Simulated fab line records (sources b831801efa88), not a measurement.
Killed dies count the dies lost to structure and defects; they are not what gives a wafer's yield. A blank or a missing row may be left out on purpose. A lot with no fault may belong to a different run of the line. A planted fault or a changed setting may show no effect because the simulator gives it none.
fab line records    flow sky130
record: lots: 7  wafers: 21  last-day: 50
route steps=708 shown NWELL@82 PWDE@84 VT_ADJUST_HVTP@85 PAD_OPEN@708
lots that met no fault: taken from a fault-free run of the same line
start-h: hours from the record's first day to the start of the lot's first wafer shown    wait-h: hours since the lot's step before    " as in the row above    L1.1+2: one row covering several wafers at once    - value missing, or start not given    * or withheld: withheld    < > ~ a bound
route shown NAME@n: names a module that has steps shown in the file, with the first one's number in the route    usual: average and standard deviation across the fault-free wafers    same: alike in all rows    chamber/n: place in a boat    sites: readings site by site    _std_site: standard deviation across them    _edge_site: inner sites' mean taken away from outer sites' mean    radius-mm: for every site, how far away it sits from the centre of the wafer    mask NAME#n: copy n    behind: the tool/chamber that last shaped the wafer    hold: why the lot went on hold/how many hours it stayed there/how the hold came to an end    device: whichever transistor did not switch (one of n, p or np)    end of line: at the end of the route, the tests of the same wafers    a step with no rows: only its recipe    killed: dies that structure and defects cost at the first sort, which is not the same as the wafer's yield    map: a wafer's dies, x killed, . not, _ none there
set.NAME: the run value of the setting; set.NAME@STEP: its run value at that earlier step    model.NAME: the simulator's own value behind a step, which no gauge read
certain route steps with their lots: each step a table, each wafer a row
services: when a tool's chamber went out of use (start-h, in hours from the record's first day, below 0 if earlier), for how many hours, and the reason
== steps ==
step: SKY_NWELL_RS_MEAS_29
recipe: thk-meas-gauge: four-point-probe
usual: NWELL_RS: 624.5/1.5
lot.wafer  tool           chamber  start-h  wait-h  NWELL_RS[ohm/sq]
L620.3     film-metro-03  -        120.46   0.1     623.7
L620.5     "              -        "        "       624.1
L620.6     "              -        "        "       623.5
L624.1     film-metro-04  -        139.62   0.1     622.9
L624.3     "              -        "        "       623.0
L624.4     "              -        "        "       625.7
L627.1     film-metro-03  -        154.80   0.1     623.2
L627.2     "              -        "        "       623.1
L627.3     "              -        "        "       623.6
L628.1     film-metro-01  -        158.93   0.1     626.8
L628.4     "              -        "        "       625.0
L628.5     "              -        "        "       625.6
L631.2     film-metro-01  -        177.74   0.1     627.0
L631.4     "              -        "        "       628.6
L631.5     "              -        "        "       627.3
L640.2     film-metro-03  -        230.51   0.1     623.2
L640.3     "              -        "        "       622.0
L640.5     "              -        "        "       624.2
L641.1     film-metro-01  -        240.62   0.1     627.5
L641.3     "              -        "        "       625.6
L641.6     "              -        "        "       624.3
step: SKY_NWELL_RS_MEAS_31
recipe: thk-meas-gauge: four-point-probe
usual: PWDE_RS: 5272/16
lot.wafer  tool           chamber  start-h  wait-h  PWDE_RS[ohm/sq]
L620.3     film-metro-03  -        120.70   0.1     5232
L620.5     "              -        "        "       5234
L620.6     "              -        "        "       5259
L624.1     film-metro-04  -        139.86   0.1     5258
L624.3     "              -        "        "       5252
L624.4     "              -        "        "       5278
L627.1     film-metro-03  -        155.04   0.1     5294
L627.2     "              -        "        "       5286
L627.3     "              -        "        "       5295
L628.1     film-metro-01  -        159.17   0.1     5293
L628.4     "              -        "        "       5301
L628.5     "              -        "        "       5291
L631.2     film-metro-01  -        177.98   0.1     5292
L631.4     "              -        "        "       5281
L631.5     "              -        "        "       5259
L640.2     film-metro-03  -        230.75   0.1     5271
L640.3     "              -        "        "       5278
L640.5     "              -        "        "       5273
L641.1     film-metro-01  -        240.86   0.1     5275
L641.3     "              -        "        "       5274
L641.6     "              -        "        "       5273
step: SKY_VT_ADJUST_HVTP_DEHYDRATE_00
recipe: temp-c: 200  time-s: 60
step: SKY_VT_ADJUST_HVTP_HMDS_01
recipe: prime-time-s: 60  prime-temp-c: 120
step: SKY_VT_ADJUST_HVTP_COAT_02
recipe: resist: NOVOLAK  spin-rpm: 3000  resist-thk-nm: 1140
step: SKY_VT_ADJUST_HVTP_SOFTBAKE_03
recipe: temp-c: 90  time-s: 60  resist: NOVOLAK
step: SKY_VT_ADJUST_HVTP_EXPOSE_04
recipe: mask-id: HVTPM  na: 0.6  source-shape: conventional  sigma-outer: 0.6  polarization: unpolarized  target-cd-nm: 380  dose-mj: 140
step: SKY_VT_ADJUST_HVTP_PEB_05
recipe: temp-c: withheld  time-s: *  resist: NOVOLAK
step: SKY_VT_ADJUST_HVTP_DEVELOP_06
recipe: resist: NOVOLAK  developer: TMAH  develop-time-s: 60  dev-temp-c: 23
step: SKY_VT_ADJUST_HVTP_CD_MEAS_07
recipe: target-cd-nm: 380
usual: cd-nm: 380.5/2.4
lot.wafer  tool       chamber  start-h  wait-h  cd-nm
L620.3     cd-sem-01  -        140.14   0.1     378.7
L620.5     "          -        "        "       378.3
L620.6     "          -        "        "       376.9
L624.1     cd-sem-01  -        159.05   0.1     381.8
L624.3     "          -        "        "       384.9
L624.4     "          -        "        "       380.3
L627.1     cd-sem-02  -        174.24   0.1     380.2
L627.2     "          -        "        "       377.6
L627.3     "          -        "        "       377.6
L628.1     cd-sem-02  -        179.70   0.1     382.5
L628.4     "          -        "        "       382.5
L628.5     "          -        "        "       385.5
L631.2     cd-sem-01  -        198.86   0.1     379.0
L631.4     "          -        "        "       382.8
L631.5     "          -        "        "       380.2
L640.2     cd-sem-02  -        253.35   0.1     380.3
L640.3     "          -        "        "       377.2
L640.5     "          -        "        "       377.8
L641.1     cd-sem-02  -        263.64   0.1     377.5
L641.3     "          -        "        "       379.4
L641.6     "          -        "        "       377.9
step: SKY_VT_ADJUST_HVTP_OVL_MEAS_08
usual: VT_ADJUST_HVTP_OVL: -0.5/1.6
lot.wafer  tool        chamber  start-h  wait-h  VT_ADJUST_HVTP_OVL[nm]
L620.3     overlay-01  -        140.23   0.1     -2.1
L620.5     "           -        "        "       -1.3
L620.6     "           -        "        "       -1.8
L624.1     overlay-02  -        159.17   0.1     -1.9
L624.3     "           -        "        "       -1.3
L624.4     "           -        "        "       -1.9
L627.1     overlay-01  -        174.36   0.1     1.6
L627.2     "           -        "        "       0.7
L627.3     "           -        "        "       0.6
L628.1     overlay-01  -        179.82   0.1     -1.6
L628.4     "           -        "        "       -1.9
L628.5     "           -        "        "       -1.0
L631.2     overlay-02  -        198.97   0.1     -0.5
L631.4     "           -        "        "       -3.2
L631.5     "           -        "        "       0.7
L640.2     overlay-02  -        253.45   0.1     0.6
L640.3     "           -        "        "       0.6
L640.5     "           -        "        "       3.1
L641.1     overlay-01  -        263.76   0.1     -0.6
L641.3     "           -        "        "       1.0
L641.6     "           -        "        "       -0.5
step: SKY_VT_ADJUST_HVTP_IMPLANT_09
recipe: species: As  energy-kev: 150  dose-cm2: 4.3e+12  tilt-deg: withheld
usual: dose-ions-cm2: 4.3e+12/5.5e+09  faraday-current-uA: 24.2/0.48
lot.wafer  tool          chamber  start-h  wait-h  dose-ions-cm2  faraday-current-uA
L620.3     implanter-04  0        140.30   0.1     4.295e+12      23.5
L620.5     "             0        "        "       4.293e+12      24.3
L620.6     "             0        "        "       4.3e+12        23.6
L624.1     implanter-04  0        159.20   0.0     4.305e+12      23.7
L624.3     "             0        "        "       4.3e+12        23.4
L624.4     "             0        "        "       4.299e+12      23.5
L627.1     implanter-04  0        174.40   0.0     6.634e+12      38.3
L627.2     "             0        "        "       6.638e+12      38.6
L627.3     "             0        "        "       6.64e+12       37.3
L628.1     implanter-04  0        179.85   0.0     6.627e+12      38.1
L628.4     "             0        "        "       6.63e+12       37.9
L628.5     "             0        "        "       6.624e+12      36.9
L631.2     implanter-04  0        199.02   0.0     6.633e+12      36.9
L631.4     "             0        "        "       6.633e+12      36.7
L631.5     "             0        "        "       6.637e+12      37.8
L640.2     implanter-03  0        253.51   0.0     4.303e+12      24.7
L640.3     "             0        "        "       4.302e+12      24.2
L640.5     "             0        "        "       4.301e+12      23.6
L641.1     implanter-01  0        263.80   0.0     4.308e+12      25.4
L641.3     "             0        "        "       4.307e+12      24.3
L641.6     "             0        "        "       4.301e+12      24.3
step: SKY_VT_ADJUST_HVTP_STRIP_10
recipe: chemistry: O2/N2  power-w: 1400  pressure-mtorr: 1500  platen-temp-c: withheld  o2-flow-sccm: 3000  n2-flow-sccm: 300  overash-fraction: 0.5
usual: drypump-motor-current-A: 5.5/0.39  oes-product-au: 0.716/0.0046  strip-time-to-endpoint-s: 14.17/0.05
lot.wafer  tool             chamber  start-h  wait-h  drypump-motor-current-A  oes-product-au  rf-hours-counter-h  strip-time-to-endpoint-s
L620.3     plasma-asher-01  1        140.44   0.1     6.0                      0.708           -                   14.17
L620.5     "                1        "        "       6.0                      0.724           -                   14.18
L620.6     "                0        "        "       5.9                      0.718           -                   14.18
L624.1     plasma-asher-03  1        159.35   0.1     5.2                      0.712           33                  14.24
L624.3     "                0        "        "       4.9                      0.714           -                   14.19
L624.4     "                1        "        "       5.2                      0.721           -                   14.24
L627.1     plasma-asher-03  0        174.55   0.1     4.9                      0.712           35                  14.12
L627.2     "                1        "        "       5.2                      0.714           35                  14.11
L627.3     "                0        "        "       4.9                      0.717           -                   14.08
L628.1     plasma-asher-02  1        180.00   0.1     5.5                      0.713           52                  14.13
L628.4     "                1        "        "       5.5                      0.713           -                   14.08
L628.5     "                0        "        "       5.8                      0.716           -                   14.14
L631.2     plasma-asher-03  1        199.15   0.1     5.2                      0.718           37                  14.22
L631.4     "                1        "        "       5.2                      0.724           -                   14.14
L631.5     "                1        "        "       5.2                      0.709           -                   14.20
L640.2     plasma-asher-01  1        253.63   0.1     6.0                      0.720           58                  14.23
L640.3     "                1        "        "       6.0                      0.721           -                   14.20
L640.5     "                0        "        "       5.9                      0.713           -                   14.26
L641.1     plasma-asher-02  1        263.95   0.1     5.6                      0.715           60                  14.25
L641.3     "                0        "        "       5.8                      0.723           -                   14.21
L641.6     "                0        "        "       5.8                      0.712           -                   14.25
step: SKY_VT_ADJUST_HVTP_TW_MEAS_11
usual: VT_ADJUST_HVTP_TW: 1338/6
lot.wafer  tool           chamber  start-h  wait-h  hold                      VT_ADJUST_HVTP_TW
L620.3     film-metro-04  -        140.52   0.1     -                         1340
L620.5     "              -        "        "       -                         1339
L620.6     "              -        "        "       -                         1342
L624.1     film-metro-02  -        159.45   0.1     -                         1335
L624.3     "              -        "        "       -                         1340
L624.4     "              -        "        "       -                         1343
L627.1     film-metro-02  -        174.65   0.1     await-dispo/0.2h/release  1540
L627.2     "              -        "        "       await-dispo/0.2h/release  1532
L627.3     "              -        "        "       await-dispo/0.2h/release  1537
L627.1     film-metro-02  -        174.88   0.2     -                         1539
L627.2     "              -        "        "       -                         1544
L627.3     "              -        "        "       -                         1542
L628.1     film-metro-01  -        180.10   0.1     await-dispo/0.2h/release  1522
L628.4     "              -        "        "       await-dispo/0.2h/release  1531
L628.5     "              -        "        "       await-dispo/0.2h/release  1532
L628.1     film-metro-01  -        180.33   0.2     -                         1534
L628.4     "              -        "        "       -                         1524
L628.5     "              -        "        "       -                         1524
L631.2     film-metro-02  -        199.26   0.1     await-dispo/0.2h/release  1538
L631.4     "              -        "        "       await-dispo/0.2h/release  1536
L631.5     "              -        "        "       await-dispo/0.2h/release  1536
L631.2     film-metro-02  -        199.49   0.2     -                         1542
L631.4     "              -        "        "       -                         1533
L631.5     "              -        "        "       -                         1537
L640.2     film-metro-01  -        253.74   0.1     -                         1341
L640.3     "              -        "        "       -                         1341
L640.5     "              -        "        "       -                         1332
L641.1     film-metro-04  -        264.05   0.1     -                         1342
L641.3     "              -        "        "       -                         1338
L641.6     "              -        "        "       -                         1342
step: SKY_PAD_OPEN_PROBE_99
usual: killed_at_M0_to_M3: 43/7.3  killed_at_M4_up: 3.6/1.9  killed-at-contacts: 23/5.3  killed-at-front-end: 15/4.5  killed-at-other: 0.3/0.72  killed-dies: 85/9.4  killed-open: 46/6.7  killed-short: 38/6.8
same: gross-dies: 492  killed-at-back-side: 0
lot.wafer  tool       chamber  start-h  wait-h  hold                      killed_at_M0_to_M3  killed_at_M4_up  killed-at-contacts  killed-at-front-end  killed-at-other  killed-dies  killed-open  killed-short  model.etest.tip-p.rs-ohm-sq  model.etest.pfet_01v8.r-on-ohm-um  model.etest.pfet_01v8.drive-ua-um  model.etest.pfet_01v8_mvt.drive-ua-um  model.etest.pfet_01v8_hvt.drive-ua-um  model.etest.sram-pfet-latch.drive-ua-um  model.etest.ring_1v8.delay-ps  model.etest.pfet_01v8.off-log10-a-um
L620.3     prober-02  -        1088.09  0.2     -                         44                  5                20                  14                   0                83           49           34            6895                         2990                               183.3                              147.1                                  137.4                                  133.6                                    22.1                           -10.04
L620.5     prober-02  -        1088.19  0.2     -                         37                  5                23                  18                   0                83           54           29            6899                         2918                               189.9                              150.9                                  143.7                                  136.5                                    21.6                           -9.83
L620.6     prober-02  -        1088.24  0.2     -                         57                  4                23                  21                   0                105          56           49            6865                         2906                               190.7                              152.4                                  141.3                                  140.7                                    21.66                          -9.984
L624.1     prober-02  -        1112.87  0.1     -                         39                  3                24                  17                   0                83           52           31            6988                         2902                               190.3                              150.3                                  141.9                                  145.6                                    21.6                           -9.985
L624.3     prober-02  -        1112.97  0.2     -                         40                  1                31                  16                   0                88           46           42            6988                         2881                               193.3                              152.1                                  145.3                                  142.6                                    21.19                          -10.03
L624.4     prober-02  -        1113.02  0.2     -                         50                  3                25                  11                   1                90           50           40            6947                         2891                               193.9                              150.4                                  145.6                                  139.9                                    21.12                          -9.82
L627.1     prober-01  -        1129.03  0.1     await-dispo/7.6h/release  58                  2                21                  19                   0                100          56           43            8232                         3358                               147.2                              110.8                                  115.3                                  118.2                                    25.29                          -12.87
L627.2     prober-01  -        1129.08  0.1     await-dispo/7.6h/release  32                  2                29                  17                   0                80           40           39            8313                         3350                               147.5                              109.3                                  112.6                                  110.9                                    25.15                          -12.64
L627.3     prober-01  -        1129.13  0.2     await-dispo/7.6h/release  31                  4                27                  22                   0                84           44           40            8190                         3357                               147.6                              109.8                                  113.7                                  110.9                                    25.07                          -12.88
L628.1     prober-02  -        1134.22  0.1     await-dispo/3.5h/release  29                  6                13                  10                   0                58           33           25            8152                         3380                               146.2                              110.5                                  113.2                                  117.3                                    25.38                          -12.9
L628.4     prober-02  -        1134.37  0.2     await-dispo/3.5h/release  43                  7                23                  10                   0                83           46           37            8109                         3316                               148.8                              112                                    116                                    112.6                                    24.59                          -12.83
L628.5     prober-02  -        1134.42  0.2     await-dispo/3.5h/release  30                  1                31                  10                   1                73           46           27            8241                         3385                               145.4                              110.2                                  113.8                                  114.9                                    25.23                          -12.87
L631.2     prober-02  -        1164.26  0.2     await-dispo/2.5h/release  52                  3                22                  10                   0                87           53           34            7922                         3270                               151.9                              114.1                                  116.6                                  117.6                                    24.27                          -12.68
L631.4     prober-02  -        1164.36  0.2     await-dispo/2.5h/release  50                  9                20                  20                   0                99           55           44            8010                         3355                               148.4                              112.8                                  114.1                                  112.2                                    24.62                          -12.58
L631.5     prober-02  -        1164.41  0.3     await-dispo/2.5h/release  34                  3                21                  11                   0                69           38           31            8061                         3328                               151.9                              114.3                                  116.1                                  111.9                                    24.18                          -12.64
L640.2     prober-02  -        1190.56  0.1     -                         47                  7                15                  19                   0                88           44           44            6886                         2956                               187.2                              148.2                                  138.4                                  134.2                                    21.42                          -9.594
L640.3     prober-02  -        1190.61  0.2     -                         45                  4                26                  16                   0                91           48           43            6865                         2921                               190.6                              149.7                                  140.7                                  140.4                                    21.46                          -9.697
L640.5     prober-02  -        1190.71  0.2     -                         38                  2                20                  17                   0                77           52           25            6890                         3010                               184.5                              146.8                                  136                                    129.9                                    21.63                          -10.09
L641.1     prober-02  -        1198.08  0.1     -                         33                  1                18                  20                   0                72           38           34            6824                         2889                               192.8                              153.6                                  143.4                                  145.4                                    21.09                          -9.492
L641.3     prober-02  -        1198.18  0.2     -                         51                  3                17                  13                   0                84           43           41            6860                         2906                               191.7                              152.4                                  142                                    142                                      21.49                          -9.365
L641.6     prober-02  -        1198.33  0.2     -                         42                  3                32                  12                   1                90           42           48            6831                         2919                               189.7                              151.2                                  140.3                                  141.5                                    21.79                          -9.371
killed by level:class
L620.3 CONTACT:geometric-particle:open=8 VIA1:geometric-particle:open=8 LI_CONTACT:geometric-particle:open=7 VIA2:geometric-particle:short=7 VIA3:geometric-particle:open=6 VIA2:geometric-particle:open=6 METAL1:geometric-particle:short=5 FIELD_ISO:geometric-particle:open=4
L620.5 LI_CONTACT:geometric-particle:open=9 VIA2:geometric-particle:open=9 CONTACT:geometric-particle:open=8 VIA1:geometric-particle:open=7 METAL2:geometric-particle:short=6 FIELD_ISO:geometric-particle:open=4 FIELD_ISO:geometric-particle:short=4 POLY_GATE:geometric-particle:open=4
L620.6 VIA1:geometric-particle:open=19 FIELD_ISO:geometric-particle:short=12 LI_CONTACT:geometric-particle:open=9 METAL1:geometric-particle:short=7 VIA2:geometric-particle:open=7 VIA1:geometric-particle:short=6 VIA3:geometric-particle:short=5 VIA3:geometric-particle:open=5
L624.1 CONTACT:geometric-particle:open=14 VIA1:geometric-particle:open=8 VIA3:geometric-particle:open=6 VIA2:geometric-particle:open=5 FIELD_ISO:geometric-particle:open=5 METAL1:geometric-particle:short=5 LI_CONTACT:geometric-particle:open=4 FIELD_ISO:geometric-particle:short=4
L624.3 VIA1:geometric-particle:open=11 CONTACT:geometric-particle:short=9 CONTACT:geometric-particle:open=7 LI_CONTACT:geometric-particle:open=6 VIA3:geometric-particle:short=6 FIELD_ISO:geometric-particle:short=5 METAL1:geometric-particle:short=5 LI_CONTACT:geometric-particle:short=4
L624.4 VIA1:geometric-particle:open=13 VIA3:geometric-particle:open=10 CONTACT:geometric-particle:open=10 CONTACT:geometric-particle:short=7 VIA1:geometric-particle:short=6 LI_CONTACT:geometric-particle:open=6 METAL2:geometric-particle:short=6 FIELD_ISO:geometric-particle:short=4
L627.1 VIA1:geometric-particle:open=12 VIA2:geometric-particle:open=9 VIA1:geometric-particle:short=8 VIA2:geometric-particle:short=8 POLY_GATE:geometric-particle:open=7 CONTACT:geometric-particle:open=7 METAL1:geometric-particle:short=7 LI_CONTACT:geometric-particle:open=6
L627.2 CONTACT:geometric-particle:open=8 VIA1:geometric-particle:open=8 LOCAL_INTERCONNECT:geometric-particle:short=7 POLY_GATE:geometric-particle:short=6 CONTACT:geometric-particle:short=6 LI_CONTACT:geometric-particle:open=5 VIA1:geometric-particle:short=5 FIELD_ISO:geometric-particle:open=4
L627.3 CONTACT:geometric-particle:open=12 POLY_GATE:geometric-particle:short=8 LOCAL_INTERCONNECT:geometric-particle:short=8 METAL1:geometric-particle:short=7 POLY_GATE:geometric-particle:open=6 VIA1:geometric-particle:open=6 VIA2:geometric-particle:open=5 FIELD_ISO:geometric-particle:open=4
L628.1 METAL2:geometric-particle:short=8 VIA1:geometric-particle:open=7 LI_CONTACT:geometric-particle:open=6 VIA3:geometric-particle:open=6 POLY_GATE:geometric-particle:open=4 METAL4:geometric-particle:short=4 FIELD_ISO:geometric-particle:short=3 VIA3:geometric-particle:short=3
L628.4 VIA1:geometric-particle:open=14 CONTACT:geometric-particle:open=11 METAL2:geometric-particle:short=6 METAL4:geometric-particle:short=6 CONTACT:geometric-particle:short=5 VIA3:geometric-particle:open=4 POLY_GATE:geometric-particle:open=4 LI_CONTACT:geometric-particle:open=4
L628.5 LI_CONTACT:geometric-particle:open=11 CONTACT:geometric-particle:open=10 VIA1:geometric-particle:open=8 LI_CONTACT:geometric-particle:short=5 METAL2:geometric-particle:short=5 METAL1:geometric-particle:short=4 VIA2:geometric-particle:open=4 VIA3:geometric-particle:open=4
L631.2 CONTACT:geometric-particle:open=12 VIA1:geometric-particle:open=12 VIA2:geometric-particle:open=10 VIA3:geometric-particle:open=7 METAL1:geometric-particle:short=6 VIA1:geometric-particle:short=5 POLY_GATE:geometric-particle:open=4 LOCAL_INTERCONNECT:geometric-particle:short=4
L631.4 VIA1:geometric-particle:open=13 VIA3:geometric-particle:open=12 CONTACT:geometric-particle:open=9 METAL2:geometric-particle:short=6 METAL1:geometric-particle:short=5 METAL4:geometric-particle:short=5 FIELD_ISO:geometric-particle:short=4 POLY_GATE:geometric-particle:short=4
L631.5 CONTACT:geometric-particle:open=9 METAL1:geometric-particle:short=7 LI_CONTACT:geometric-particle:open=6 VIA1:geometric-particle:open=5 VIA2:geometric-particle:open=5 POLY_GATE:geometric-particle:open=4 VIA3:geometric-particle:open=4 CONTACT:geometric-particle:short=3
L640.2 VIA1:geometric-particle:open=8 FIELD_ISO:geometric-particle:short=7 LI_CONTACT:geometric-particle:open=6 METAL1:geometric-particle:short=6 VIA3:geometric-particle:short=5 POLY_GATE:geometric-particle:open=5 METAL2:geometric-particle:short=5 VIA2:geometric-particle:open=5
L640.3 CONTACT:geometric-particle:open=10 VIA1:geometric-particle:open=10 VIA3:geometric-particle:open=7 LI_CONTACT:geometric-particle:open=6 LOCAL_INTERCONNECT:geometric-particle:short=6 VIA1:geometric-particle:short=6 VIA2:geometric-particle:open=6 FIELD_ISO:geometric-particle:open=5
L640.5 VIA1:geometric-particle:open=12 FIELD_ISO:geometric-particle:open=8 LI_CONTACT:geometric-particle:open=7 CONTACT:geometric-particle:open=7 VIA2:geometric-particle:open=6 FIELD_ISO:geometric-particle:short=4 METAL1:geometric-particle:short=3 CONTACT:geometric-particle:short=3
L641.1 VIA1:geometric-particle:open=9 FIELD_ISO:geometric-particle:open=7 METAL2:geometric-particle:short=5 VIA3:geometric-particle:open=5 POLY_GATE:geometric-particle:open=4 LI_CONTACT:geometric-particle:short=4 CONTACT:geometric-particle:short=4 VIA2:geometric-particle:open=4
L641.3 METAL1:geometric-particle:short=11 VIA1:geometric-particle:open=8 METAL2:geometric-particle:short=7 CONTACT:geometric-particle:open=7 VIA3:geometric-particle:open=7 SPACER:geometric-particle:open=4 VIA1:geometric-particle:short=4 VIA2:geometric-particle:open=4
L641.6 CONTACT:geometric-particle:open=13 VIA1:geometric-particle:open=8 METAL1:geometric-particle:short=7 LOCAL_INTERCONNECT:geometric-particle:short=6 METAL2:geometric-particle:short=6 CONTACT:geometric-particle:short=5 LI_CONTACT:geometric-particle:open=5 FIELD_ISO:geometric-particle:open=4
map L627.1 (x killed, . not)
__________..xxxx.xx._________
________.x....xx...x.x_______
______x................x_____
_____................x...____
____..x...............xxx.___
___.xxx.xx.x.............xx__
__x................xx..x...._
_.x.....xx..............xxx.x
_.......x..x....x....x...x...
_x..........x.........x..x...
_.....x..x.x.x.............x.
_.x.x.x...x.xx........x......
_......x.x...xx......x.......
_..............x.....x.xx....
_....x.xx.......x........x...
__......x...x....x..xx.x...._
___.xx.x....xx.....x...x...__
____............xx....x...___
_____.....x.........x.xxx____
______...............x.._____
________.....x..x....._______
__________.xxx.....x_________
map L628.4 (x killed, . not)
__________..xx......_________
________.x......x..x.._______
______....xx.x.....x...._____
_____...x............xx..____
____....x............x....___
___...............xxx......__
__.x...x.......x..........x._
_..x.x..x.............x....x.
_.....x........x.............
_.............x...x.....x....
_..........xx..x.xx..........
_......x..x.xx.........x.....
_......x..x..xx.x............
_............xx...x........x.
_x..xx.xx.x.x.........x......
__....xx...x................_
___..xx.xx.............x...__
____..............x...xx..___
_____.........x....xx....____
______.....xx........xxx_____
________x...x..x..x..._______
__________..xx......_________
== services ==
tool             chamber  start-h  hours  kind
implanter-01     -        125.80   0.8    repair
plasma-asher-03  -        131.21   14.6   pm
implanter-01     -        149.44   15.7   pm
implanter-03     -        154.36   5.4    pm
plasma-asher-03  -        155.23   1.2    repair
plasma-asher-03  -        156.31   2.3    repair
implanter-03     -        166.89   2.1    repair
implanter-01     -        178.81   3.4    repair
plasma-asher-02  -        183.08   1.3    repair
implanter-01     -        188.03   0.9    repair
plasma-asher-02  -        192.57   2.1    repair
implanter-01     -        204.37   0.5    repair
plasma-asher-03  -        220.43   4.1    repair
implanter-03     -        241.00   1.8    repair
implanter-01     -        248.10   2.3    repair
plasma-asher-02  -        253.98   0.7    repair
plasma-asher-03  -        261.82   1.4    repair
implanter-03     -        263.39   1.2    repair
== key ==
first-sign: step: SKY_VT_ADJUST_HVTP_IMPLANT_09  reading: dose-ions-cm2  direction: up  sigmas: 99+  usual: *  struck: *
effect: step: SKY_VT_ADJUST_HVTP_IMPLANT_09  reading: faraday-current-uA  direction: up  sigmas: 28  usual: 24.2  struck: 37.6
effect: step: SKY_VT_ADJUST_HVTP_TW_MEAS_11  reading: visit  direction: added
effect: step: SKY_VT_ADJUST_HVTP_TW_MEAS_11  reading: VT_ADJUST_HVTP_TW  direction: up  sigmas: 33  usual: 1338  struck: 1534
effect: step: SKY_PAD_OPEN_PROBE_99  reading: hold  direction: added
model-effect: step: SKY_PAD_OPEN_PROBE_99  value: etest.tip-p.rs-ohm-sq  without: 6843  struck: 8137
met-at SKY_VT_ADJUST_HVTP_IMPLANT_09
struck-wafers L627.1,L627.2,L627.3,L628.1,L628.4,L628.5,L631.2,L631.4,L631.5
tester-left-out L627,L628,L631
onset-between 159.20 174.40
fault: kind: process-parameter-drift  tool: implanter-04  chamber: -  onset-h: 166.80  steps: SKY_VT_ADJUST_HVTP_IMPLANT_09  channel: dose-cm2  offset: *  shape: step  end-h: 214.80  acts-in: *  stated: *
tester-left-out: of these lots the tester's yield and bins aren't shown, on N5 and GAA mostly nor the transistor test; their killed dies are dies lost to structure and defects alone, not to doping, threshold or leakage, so they don't give the yield
